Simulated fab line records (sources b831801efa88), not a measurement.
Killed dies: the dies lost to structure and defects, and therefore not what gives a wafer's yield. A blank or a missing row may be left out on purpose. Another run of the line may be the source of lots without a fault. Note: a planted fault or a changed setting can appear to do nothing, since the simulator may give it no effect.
fab line records	flow sky130
record: lots: 7	wafers: 20	lastDay: 49
route steps=708 shown FIELD_ISO@1 PAD_OPEN@708
lots with no fault: from the same line, run without faults
startH: hours from the record's first day to the start of the lot's first wafer shown	waitH: hours from the lot's prior step to this one	" identical to the entry in the row above	L1.1+2: a row that stands for several wafers	- value missing, or start not given	* or withheld: withheld	< > ~ a bound
route shown NAME@n: names a module that has steps shown in the file, with the first one's number in the route	usual: the fault-free wafers' mean and standard deviation	same: alike in all rows	chamber/n: place in a boat	sites: the reading at each site	_std_site: standard deviation of those values	_edge_site: the outer-site mean with the inner-site mean subtracted	radiusMm: for every site, how far away it sits from the centre of the wafer	mask NAME#n: copy n	behind: the most recent tool/chamber to have shaped the wafer	hold: what put the lot on hold/how long, in hours/how the hold closed	device: names the non-switching transistor (n, p or np)	end of line: the same wafers' tests at the end of the route	a step without rows: its recipe alone	killed: dies that structure and defects cost at the first sort, which is not the same as the wafer's yield	map: the dies of a wafer, with x for killed, . for not killed, _ for no die there
set.NAME: the run value of the setting; set.NAME@STEP: its run value at that earlier step	model.NAME: the simulator's own value behind a step, which no gauge read
lots at some steps of the route; a table a step, a row a wafer
services: the hour from which a tool's chamber was out of use, counted from the record's first day as startH (under 0 if before that day), plus the number of hours and why
== steps ==
step: SKY_FIELD_ISO_BOW_MEAS_00
recipe: mode: bow
usual: INCOMING_BOW: 0/6.2
lot.wafer	tool	chamber	startH	waitH	INCOMING_BOW[um]
L775.1	filmMetro-02	-	15.00	-	-3
L775.4	"	-	"	"	-4
L775.5	"	-	"	"	-4
L777.3	filmMetro-03	-	25.04	-	-9
L777.5	"	-	"	"	-3
L777.6	"	-	"	"	-5
L781.5	filmMetro-02	-	45.08	-	6
L781.6	"	-	"	"	6
L782.2	filmMetro-01	-	50.02	-	8
L782.3	"	-	"	"	-3
L782.6	"	-	"	"	-9
L785.1	filmMetro-01	-	65.00	-	12
L785.2	"	-	"	"	0
L785.5	"	-	"	"	-2
L791.3	filmMetro-02	-	95.04	-	-11
L791.5	"	-	"	"	-3
L791.6	"	-	"	"	3
L795.2	filmMetro-02	-	115.02	-	-10
L795.3	"	-	"	"	-20
L795.6	"	-	"	"	-1
step: SKY_FIELD_ISO_OXIDATION_01
recipe: tempC: 900	ambient: O2	stabiliseS: 600	purgeS: 300	targetThkA: 120	oxTimeS: 1843
step: SKY_FIELD_ISO_THK_MEAS_02
recipe: reads: SiO2_of_FIELD_ISO_OXIDATION_01
usual: FIELD_ISO_OXIDATION_00_THK: 12.01/0.21
lot.wafer	tool	chamber	startH	waitH	FIELD_ISO_OXIDATION_00_THK[nm]
L775.1	filmMetro-01	-	16.63	0.0	11.99
L775.4	"	-	"	"	12.02
L775.5	"	-	"	"	11.91
L777.3	filmMetro-03	-	26.65	0.0	11.64
L777.5	"	-	"	"	11.80
L777.6	"	-	"	"	11.63
L781.5	filmMetro-01	-	48.47	0.0	11.64
L781.6	"	-	"	"	11.70
L782.2	filmMetro-02	-	52.01	0.0	12.08
L782.3	"	-	"	"	11.94
L782.6	"	-	"	"	12.13
L785.1	filmMetro-01	-	67.16	0.0	12.05
L785.2	"	-	"	"	12.14
L785.5	"	-	"	"	12.10
L791.3	filmMetro-03	-	96.65	0.0	11.73
L791.5	"	-	"	"	12.02
L791.6	"	-	"	"	11.91
L795.2	filmMetro-01	-	116.64	0.0	11.65
L795.3	"	-	"	"	11.97
L795.6	"	-	"	"	11.93
step: SKY_FIELD_ISO_CVD_03
recipe: material: Si3N4	precursor: DCS/NH3	targetThkNm: 165	tempC: 770	timeS: 2830	pressureMtorr: 250
step: SKY_FIELD_ISO_THK_MEAS_04
recipe: reads: Si3N4_of_FIELD_ISO_CVD_03
usual: FIELD_ISO_CVD_03_THK: 165.4/1.4
lot.wafer	tool	chamber	startH	waitH	FIELD_ISO_CVD_03_THK[nm]
L775.1	filmMetro-03	-	21.75	0.0	163.2
L775.4	"	-	"	"	163.8
L775.5	"	-	"	"	164.3
L777.3	filmMetro-01	-	30.74	0.0	165.8
L777.5	"	-	"	"	166.2
L777.6	"	-	"	"	165.8
L781.5	filmMetro-01	-	50.32	0.0	164.5
L781.6	"	-	"	"	165.0
L782.2	filmMetro-03	-	53.86	0.0	163.5
L782.3	"	-	"	"	164.5
L782.6	"	-	"	"	164.4
L785.1	filmMetro-02	-	69.00	0.0	164.6
L785.2	"	-	"	"	164.9
L785.5	"	-	"	"	164.6
L791.3	filmMetro-01	-	100.02	0.0	164.2
L791.5	"	-	"	"	163.8
L791.6	"	-	"	"	163.5
L795.2	filmMetro-01	-	119.82	0.0	166.9
L795.3	"	-	"	"	166.2
L795.6	"	-	"	"	165.1
step: SKY_FIELD_ISO_DEHYDRATE_05
recipe: tempC: 200	timeS: 60
step: SKY_FIELD_ISO_HMDS_06
recipe: primeTimeS: 60	primeTempC: 120
step: SKY_FIELD_ISO_COAT_07
recipe: resist: BARC	tempC: withheld	timeS: withheld	spinRpm: 3000	resistThkNm: 60
step: SKY_FIELD_ISO_COAT_08
recipe: resist: KrF-thick	spinRpm: 3000	resistThkNm: 450
step: SKY_FIELD_ISO_SOFTBAKE_09
recipe: tempC: 100	timeS: 90	resist: KrF-thick
step: SKY_FIELD_ISO_EXPOSE_10
recipe: maskId: FOM	na: 0.68	sourceShape: annular	sigmaInner: 0.4	sigmaOuter: 0.8	targetCdNm: 150	doseMj: 28
lot.wafer	tool	chamber	startH	waitH	mask
L775.1+4+5	krfScanner-01	0	29.49	-	FOM#0
L777.3+5+6	krfScanner-02	0	38.05	-	FOM#0
L781.5+6	krfScanner-02	0	57.52	-	FOM#0
L782.2+3+6	krfScanner-02	0	62.53	-	FOM#0
L785.1+2+5	krfScanner-02	0	77.88	-	FOM#0
L791.3+5+6	krfScanner-01	0	108.64	-	FOM#0
L795.2+3+6	krfScanner-01	0	128.91	-	FOM#0
step: SKY_FIELD_ISO_PEB_11
recipe: pebTempC: withheld	pebTimeS: withheld	resist: KrF-thick
step: SKY_FIELD_ISO_DEVELOP_12
recipe: developTimeS: 60	resist: KrF-thick	devTempC: 21
step: SKY_FIELD_ISO_CD_MEAS_13
recipe: targetCdNm: 150
usual: cdNm: 150.0/1.4
lot.wafer	tool	chamber	startH	waitH	cdNm
L775.1	cdSem-02	-	36.21	-	148.8
L775.4	"	-	"	"	149.7
L775.5	"	-	"	"	148.8
L777.3	cdSem-01	-	45.73	-	149.7
L777.5	"	-	"	"	149.9
L777.6	"	-	"	"	150.2
L781.5	cdSem-02	-	65.62	-	134.8
L781.6	"	-	"	"	134.8
L782.2	cdSem-02	-	70.23	-	151.0
L782.3	"	-	"	"	152.5
L782.6	"	-	"	"	135.9
L785.1	cdSem-01	-	85.79	-	149.7
L785.2	"	-	"	"	149.7
L785.5	"	-	"	"	131.0
L791.3	cdSem-02	-	117.94	-	150.1
L791.5	"	-	"	"	148.1
L791.6	"	-	"	"	149.6
L795.2	cdSem-02	-	137.92	-	150.7
L795.3	"	-	"	"	151.7
L795.6	"	-	"	"	151.5
step: SKY_FIELD_ISO_ETCH_14
recipe: chemistry: N2/H2	target: BARC	ionEnergyEv: 200	sourceW: 500	biasW: 100	pressureMtorr: 30	n2FlowSccm: 100	h2FlowSccm: 200	stopOn: SiO2	timeS: 45.9	targetDepthA: 600
usual: drypumpMotorCurrentA: 5.6/0.33	oesProductAu: 0.855/0.0047	throttleValvePct: 13.225/0.0096
same: timeS: 45.9
lot.wafer	tool	chamber	startH	waitH	drypumpMotorCurrentA	oesProductAu	rfHoursCounterH	throttleValvePct	model.FIELD_ISO.cdNm
L775.1	rieDiel-01	1	36.33	0.1	6.4	0.853	159	13.233	149.6
L775.4	"	2	"	"	5.8	0.842	47	13.228	150
L775.5	"	0	"	"	5.3	0.849	-	13.233	149
L777.3	rieDiel-04	2	45.81	0.1	6.1	0.855	154	13.218	150.4
L777.5	"	0	"	"	5.3	0.855	-	13.219	149.9
L777.6	"	1	"	"	5.2	0.852	-	13.240	150.1
L781.5	rieDiel-03	1	65.68	0.0	5.5	0.852	-	13.220	133.1
L781.6	"	3	"	"	5.4	0.860	-	13.205	134.1
L782.2	rieDiel-03	1	70.33	0.1	5.5	0.859	2	13.230	149.4
L782.3	"	0	"	"	5.9	0.853	92	13.207	-
L782.6	"	1	"	"	5.5	0.854	-	13.212	135.2
L785.1	rieDiel-03	0	85.91	0.1	5.9	0.847	92	13.227	149
L785.2	"	3	"	"	5.4	0.854	100	13.222	148.5
L785.5	"	1	"	"	5.5	0.851	-	13.228	130.5
L791.3	rieDiel-03	1	118.02	0.1	5.5	0.859	3	13.230	149.9
L791.5	"	1	"	"	5.5	0.852	-	13.226	148.2
L791.6	"	2	"	"	5.7	0.859	-	13.207	150.3
L795.2	rieDiel-03	3	138.02	0.1	5.4	0.859	100	13.212	149.9
L795.3	"	0	"	"	5.9	0.862	93	13.225	151.5
L795.6	"	0	"	"	5.9	0.855	-	13.208	151.7
step: SKY_FIELD_ISO_ETCH_15
recipe: chemistry: CHF3/O2	targetDepthNm: 180	stopOn: Si	sourceW: 600	biasW: 200	pressureMtorr: 40	chf3FlowSccm: 50	O2_flow_sccm: 5	timeS: 72
usual: drypumpMotorCurrentA: 5.6/0.33	oesProductAu: 0.947/0.0066	throttleValvePct: 8.845/0.009
same: timeS: 72
lot.wafer	tool	chamber	startH	waitH	drypumpMotorCurrentA	oesProductAu	rfHoursCounterH	throttleValvePct
L775.1	rieDiel-01	1	36.37	0.0	6.4	0.941	159	8.847
L775.4	"	2	"	"	5.8	0.947	47	8.843
L775.5	"	0	"	"	5.3	0.955	-	8.844
L777.3	rieDiel-04	2	45.85	0.0	6.1	0.946	154	8.861
L777.5	"	0	"	"	5.4	0.951	-	8.853
L777.6	"	1	"	"	5.2	0.945	-	8.857
L781.5	rieDiel-03	1	65.73	0.0	5.5	0.949	-	8.842
L781.6	"	3	"	"	5.4	0.953	-	8.838
L782.2	rieDiel-03	1	70.37	0.0	5.5	0.941	2	8.846
L782.3	"	0	"	"	5.9	0.947	92	8.848
L782.6	"	1	"	"	5.5	0.938	-	8.861
L785.1	rieDiel-03	0	85.95	0.0	5.9	0.941	92	8.835
L785.2	"	3	"	"	5.4	0.945	100	8.820
L785.5	"	1	"	"	5.5	0.947	-	8.856
L791.3	rieDiel-03	1	118.06	0.0	5.5	0.943	3	8.861
L791.5	"	1	"	"	5.5	0.943	-	8.836
L791.6	"	2	"	"	5.6	0.943	-	8.838
L795.2	rieDiel-03	3	138.06	0.0	5.4	0.951	100	8.843
L795.3	"	0	"	"	5.9	0.946	93	8.848
L795.6	"	0	"	"	5.9	0.946	-	8.861
step: SKY_FIELD_ISO_STRIP_16
recipe: chemistry: O2/N2	powerW: 1400	pressureMtorr: 1500	platenTempC: withheld	o2FlowSccm: 3000	n2FlowSccm: 300	overashFraction: 0.5
usual: drypumpMotorCurrentA: 5.6/0.46	oesProductAu: 0.378/0.0049	stripTimeToEndpointS: 3.54/0.043
same: overashFraction: 0.5
lot.wafer	tool	chamber	startH	waitH	drypumpMotorCurrentA	oesProductAu	rfHoursCounterH	stripTimeToEndpointS
L775.1	plasmaAsher-01	0	36.43	0.0	5.3	0.385	35	3.56
L775.4	"	0	"	"	5.3	0.377	-	3.52
L775.5	"	0	"	"	5.3	0.374	-	3.49
L777.3	plasmaAsher-03	0	45.94	0.1	5.8	0.377	-	3.48
L777.5	"	0	"	"	5.8	0.387	-	3.58
L777.6	"	1	"	"	4.9	0.373	-	3.52
L781.5	plasmaAsher-03	1	65.83	0.1	4.9	0.379	-	3.56
L781.6	"	0	"	"	5.8	0.380	-	3.59
L782.2	plasmaAsher-01	1	70.43	0.0	5.6	0.378	38	3.57
L782.3	"	0	"	"	5.3	0.380	-	3.62
L782.6	"	0	"	"	5.3	0.378	-	3.55
L785.1	plasmaAsher-01	0	86.01	0.0	5.3	0.376	40	3.58
L785.2	"	1	"	"	5.6	0.377	40	3.58
L785.5	"	0	"	"	5.3	0.383	-	3.55
L791.3	plasmaAsher-04	1	118.15	0.1	6.5	0.372	-	3.50
L791.5	"	0	"	"	5.3	0.379	-	3.51
L791.6	"	1	"	"	6.5	0.376	-	3.51
L795.2	plasmaAsher-04	0	138.12	0.0	5.3	0.377	45	3.51
L795.3	"	1	"	"	6.5	0.374	-	3.58
L795.6	"	0	"	"	5.2	0.380	-	3.58
step: SKY_FIELD_ISO_ETCH_17
recipe: targetDepthA: 3420	maskMaterial: Si3N4	chemistry: HBr/Cl2/O2	target: Si	taperDeg: 5	icpW: 600	biasW: 150	pressureMtorr: 15	HBr_flow_sccm: 150	Cl2_flow_sccm: 40	O2_flow_sccm: 6	timeS: 97.7
usual: HBr_flow_sccm: 150.0/0.46	drypumpMotorCurrentA: 5.9/0.49	oesProductAu: 0.999/0.014	throttleValvePct: 25.659/0.013
same: timeS: 97.7
lot.wafer	tool	chamber	startH	waitH	HBr_flow_sccm	drypumpMotorCurrentA	oesProductAu	rfHoursCounterH	throttleValvePct	model.FIELD_ISO.cdNm
L775.1	rieSi-01	2	36.53	0.1	150.0	6.7	0.985	48	25.665	150
L775.4	"	3	"	"	149.7	6.2	1.005	-	25.647	150.3
L775.5	"	1	"	"	150.8	5.7	0.996	-	25.657	150.1
L777.3	rieSi-02	0	46.01	0.0	150.5	5.8	0.980	0	25.686	152.9
L777.5	"	2	"	"	149.9	6.2	0.998	-	25.665	148.2
L777.6	"	3	"	"	150.0	4.9	1.018	-	25.657	149.9
L781.5	rieSi-02	2	65.90	0.0	149.7	6.1	0.998	-	25.650	134.1
L781.6	"	3	"	"	150.4	4.9	1.020	-	25.623	135.2
L782.2	rieSi-01	2	70.53	0.1	149.1	6.7	0.971	48	25.669	149.5
L782.3	"	1	"	"	149.4	5.7	1.001	130	25.669	152.3
L782.6	"	0	"	"	150.1	5.6	1.008	-	25.661	134.9
L785.1	rieSi-01	0	86.11	0.1	150.2	5.6	0.993	2	25.666	150
L785.2	"	1	"	"	150.4	5.7	0.997	130	25.664	149.3
L785.5	"	3	"	"	150.5	6.2	1.012	-	25.648	131.4
L791.3	rieSi-01	1	118.22	0.0	150.0	5.7	0.992	130	25.651	150.5
L791.5	"	2	"	"	150.6	6.7	0.973	-	25.668	148.9
L791.6	"	3	"	"	149.4	6.2	1.017	-	25.636	147.9
L795.2	rieSi-01	0	138.22	0.1	149.7	5.6	0.997	3	25.686	150
L795.3	"	2	"	"	150.0	6.7	0.996	49	25.687	153.2
L795.6	"	3	"	"	149.8	6.2	1.015	-	25.642	153.2
step: SKY_FIELD_ISO_WET_ETCH_18
recipe: chemistry: H3PO4	targetDepthNm: 25	tempC: 160	target: Si3N4	timeS: 286
step: SKY_PAD_OPEN_PROBE_99
lot.wafer	tool	chamber	startH	waitH	model.etest.pfetG5v0d10v5.rOnOhmUm	model.etest.resPdiff.lineOhmUm	model.etest.resNdiff.lineOhmUm	model.etest.sramNfetPass.driveUaUm	model.etest.sonosUncharged.rOnOhmUm	model.etest.resPdiff.widthNm	model.etest.resNdiff.widthNm	model.etest.sramPfetLatch.driveUaUm
L775.1	prober-02	-	1064.20	0.1	4863	1323	771.2	497.1	806	143.5	156.1	147.1
L775.4	prober-02	-	1064.35	0.2	4838	1338	770.9	501.4	821.8	144.1	156.1	151.1
L775.5	prober-02	-	1064.40	0.2	4790	1308	769.8	463.4	808.7	144.3	157.3	149.9
L777.3	prober-01	-	1102.36	0.2	4642	1346	749.2	494.5	804.6	146.8	160.5	140.8
L777.5	prober-01	-	1102.46	0.2	4754	1400	787.4	480.1	807.5	141.7	154.4	132.8
L777.6	prober-01	-	1102.51	0.2	4797	1385	768	481.4	821.3	143	157.1	132.1
L781.5	prober-02	-	1168.40	0.2	5000	1544	859.6	436.9	904.7	127.3	141.2	118.3
L781.6	prober-02	-	1168.45	0.2	4982	1520	848.3	431.7	871.1	129.7	141.6	120.3
L785.1	prober-01	-	1168.87	0.1	4819	1369	755	483.7	818.8	143.8	156.6	144.6
L785.2	prober-01	-	1168.92	0.1	4828	1390	769.8	465.3	836.9	142.8	156	138.7
L785.5	prober-01	-	1169.07	0.2	5050	1579	870.6	399.7	868.9	125.4	138.2	118.5
L782.2	prober-02	-	1169.75	0.1	4894	1406	772.6	477.3	828.9	142.8	155.9	132.2
L782.3	prober-02	-	1169.80	0.2	4836	1366	753.1	492.9	803.8	145.5	157.4	143.8
L782.6	prober-02	-	1169.95	0.2	4999	1560	846.7	431.5	848	128.5	141.4	122.2
L791.3	prober-01	-	1175.67	0.2	4854	1372	758.1	469.1	814.8	144.4	157.6	137
L791.5	prober-01	-	1175.77	0.2	4849	1404	768.5	492.6	799.3	142.8	154.6	137.4
L791.6	prober-01	-	1175.82	0.2	4831	1392	766.9	493.7	812.3	141.6	154.9	143.5
L795.2	prober-02	-	1183.28	0.1	4787	1376	762.4	497.7	795.6	143.6	156.7	149.7
L795.3	prober-02	-	1183.33	0.2	4759	1336	756.2	488.1	792.5	146.7	160.3	148.6
L795.6	prober-02	-	1183.48	0.2	4845	1335	754.1	502.8	813.6	146.3	159.1	141.7
killed by level:class
L775.1 CONTACT:geometricParticle:open=13 VIA3:geometricParticle:open=12 FIELD_ISO:geometricParticle:short=7 VIA2:geometricParticle:short=7 VIA1:geometricParticle:open=6 METAL2:geometricParticle:short=6 VIA3:geometricParticle:short=6 VIA2:geometricParticle:open=5
L775.4 VIA2:geometricParticle:open=11 VIA3:geometricParticle:open=10 CONTACT:geometricParticle:open=8 LI_CONTACT:geometricParticle:open=6 FIELD_ISO:geometricParticle:open=5 LOCAL_INTERCONNECT:geometricParticle:short=4 VIA1:geometricParticle:short=4 VIA3:geometricParticle:short=4
L775.5 LI_CONTACT:geometricParticle:open=12 CONTACT:geometricParticle:open=11 LOCAL_INTERCONNECT:geometricParticle:short=7 VIA1:geometricParticle:open=7 METAL2:geometricParticle:short=6 VIA2:geometricParticle:open=6 VIA3:geometricParticle:open=6 METAL3:geometricParticle:short=5
L777.3 METAL1:geometricParticle:short=9 VIA1:geometricParticle:open=8 POLY_GATE:geometricParticle:short=6 CONTACT:geometricParticle:open=6 METAL2:geometricParticle:short=6 LI_CONTACT:geometricParticle:open=5 POLY_CUT:geometricParticle:short=4 POLY_GATE:geometricParticle:open=3
L777.5 CONTACT:geometricParticle:open=7 POLY_GATE:geometricParticle:short=6 METAL1:geometricParticle:short=5 FIELD_ISO:geometricParticle:open=4 VIA2:geometricParticle:open=4 VIA1:geometricParticle:open=4 METAL3:geometricParticle:short=4 POLY_GATE:geometricParticle:open=3
L777.6 VIA1:geometricParticle:open=13 CONTACT:geometricParticle:open=7 METAL1:geometricParticle:short=7 POLY_GATE:geometricParticle:short=6 VIA3:geometricParticle:open=6 METAL2:geometricParticle:short=5 POLY_GATE:geometricParticle:open=5 VIA2:geometricParticle:open=5
L785.1 VIA1:geometricParticle:open=10 VIA3:geometricParticle:open=9 POLY_GATE:geometricParticle:open=7 METAL1:geometricParticle:short=7 FIELD_ISO:geometricParticle:open=4 CONTACT:geometricParticle:open=4 METAL4:geometricParticle:short=4 VIA2:geometricParticle:open=4
L785.2 VIA1:geometricParticle:open=12 CONTACT:geometricParticle:open=9 METAL1:geometricParticle:short=8 POLY_GATE:geometricParticle:short=6 LI_CONTACT:geometricParticle:open=6 VIA2:geometricParticle:open=5 FIELD_ISO:geometricParticle:open=4 METAL3:geometricParticle:short=4
L785.5 VIA1:geometricParticle:open=10 FIELD_ISO:areaExpose=9 LI_CONTACT:geometricParticle:open=7 FIELD_ISO:geometricParticle:short=5 POLY_GATE:geometricParticle:open=5 METAL2:geometricParticle:short=5 CONTACT:geometricParticle:open=5 METAL1:geometricParticle:short=4
L782.2 VIA1:geometricParticle:open=9 POLY_GATE:geometricParticle:open=8 LOCAL_INTERCONNECT:geometricParticle:short=8 CONTACT:geometricParticle:open=7 VIA1:geometricParticle:short=4 VIA2:geometricParticle:open=4 LI_CONTACT:geometricParticle:short=3 METAL4:geometricParticle:short=2
L782.3 CONTACT:geometricParticle:open=11 METAL2:geometricParticle:short=8 VIA1:geometricParticle:open=8 VIA2:geometricParticle:open=8 LOCAL_INTERCONNECT:geometricParticle:short=7 LI_CONTACT:geometricParticle:open=6 METAL1:geometricParticle:short=5 VIA1:geometricParticle:short=5
L782.6 CONTACT:geometricParticle:open=14 VIA1:geometricParticle:open=13 VIA3:geometricParticle:open=8 FIELD_ISO:areaExpose=7 POLY_GATE:geometricParticle:open=6 METAL2:geometricParticle:short=6 VIA2:geometricParticle:open=6 CONTACT:geometricParticle:short=5
L791.3 VIA1:geometricParticle:open=11 CONTACT:geometricParticle:short=9 CONTACT:geometricParticle:open=9 LI_CONTACT:geometricParticle:open=7 FIELD_ISO:geometricParticle:open=6 VIA2:geometricParticle:open=6 VIA3:geometricParticle:short=6 LOCAL_INTERCONNECT:geometricParticle:short=5
L791.5 VIA1:geometricParticle:open=15 VIA3:geometricParticle:open=9 CONTACT:geometricParticle:open=7 POLY_GATE:geometricParticle:open=6 METAL1:geometricParticle:short=6 METAL2:geometricParticle:short=6 VIA2:geometricParticle:open=6 LI_CONTACT:geometricParticle:open=4
L791.6 VIA1:geometricParticle:open=9 VIA2:geometricParticle:open=9 METAL2:geometricParticle:short=7 LI_CONTACT:geometricParticle:open=7 CONTACT:geometricParticle:open=7 POLY_GATE:geometricParticle:short=6 CONTACT:geometricParticle:short=5 METAL1:geometricParticle:short=5
L795.2 METAL2:geometricParticle:short=9 VIA2:geometricParticle:open=7 CONTACT:geometricParticle:open=6 CONTACT:geometricParticle:short=6 LI_CONTACT:geometricParticle:open=5 METAL1:geometricParticle:short=5 VIA1:geometricParticle:open=5 VIA3:geometricParticle:open=5
L795.3 VIA1:geometricParticle:open=10 METAL2:geometricParticle:short=9 METAL1:geometricParticle:short=7 VIA1:geometricParticle:short=5 VIA3:geometricParticle:open=5 POLY_GATE:geometricParticle:short=4 CONTACT:geometricParticle:open=4 VIA3:geometricParticle:short=4
L795.6 VIA1:geometricParticle:open=9 VIA2:geometricParticle:open=9 CONTACT:geometricParticle:open=7 VIA3:geometricParticle:open=7 POLY_GATE:geometricParticle:short=5 METAL2:geometricParticle:short=5 METAL1:geometricParticle:short=4 POLY_GATE:geometricParticle:open=3
== services ==
tool	chamber	startH	hours	kind
rieDiel-04	2	7.84	10.5	repair
rieDiel-04	1	12.04	1.7	repair
plasmaAsher-04	-	13.76	14.6	pm
rieDiel-04	3	32.21	2.7	repair
krfScanner-01	-	35.56	0.8	pm
rieSi-01	0	36.25	8.0	repair
rieDiel-01	3	41.61	5.6	repair
krfScanner-01	-	41.86	1.3	repair
rieDiel-03	-	42.57	0.6	repair
krfScanner-02	-	43.18	1.3	pm
krfScanner-01	-	50.38	11.6	pm
rieDiel-03	2	52.02	20.9	repair
rieDiel-04	0	59.95	3.7	repair
krfScanner-01	-	61.93	1.0	pm
krfScanner-01	-	69.95	0.6	repair
krfScanner-01	-	74.22	4.4	pm
rieDiel-03	2	76.31	3.8	repair
krfScanner-02	-	78.59	1.0	pm
krfScanner-01	-	83.74	0.4	repair
krfScanner-01	-	97.66	1.3	pm
plasmaAsher-01	-	108.75	9.0	pm
plasmaAsher-01	-	127.27	1.2	repair
rieDiel-03	2	129.03	14.7	repair
rieSi-01	0	136.59	1.2	repair
== key ==
firstSign: step: SKY_FIELD_ISO_CD_MEAS_13	reading: cdNm	direction: down	sigmas: 12	usual: 150.0	struck: 134.1
effect none on later readings
modelEffect: step: SKY_FIELD_ISO_ETCH_14	value: FIELD_ISO.cdNm	without: 149.9	struck: 133.2
modelEffect: step: SKY_FIELD_ISO_ETCH_17	value: FIELD_ISO.cdNm	without: 150.6	struck: 133.9
modelEffect: step: SKY_PAD_OPEN_PROBE_99	value: etest.pfetG5v0d10v5.rOnOhmUm	without: 4809	struck: 5008
metAt SKY_FIELD_ISO_EXPOSE_10
struckWafers L781.5,L781.6,L782.6,L785.5
sortLeftOut L781.5,L781.6
testerLeftOut L781,L782,L785
onsetBetween 38.05 57.52
fault: kind: processParameterDrift	tool: krfScanner-02	chamber: -	onsetH: 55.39	steps: SKY_FIELD_ISO_EXPOSE_10	channel: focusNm	offset: 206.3	shape: step	endH: 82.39	scope: struckWafersOnly
testerLeftOut: of these lots the tester's yield and bins aren't shown, on N5 and GAA mostly nor the transistor test; their killed dies are dies lost to structure and defects alone, not to doping, threshold or leakage, so they don't give the yield
sortLeftOut: the simulated sort isn't trusted on such a fault, so these wafers' sort isn't shown, and their yield isn't known
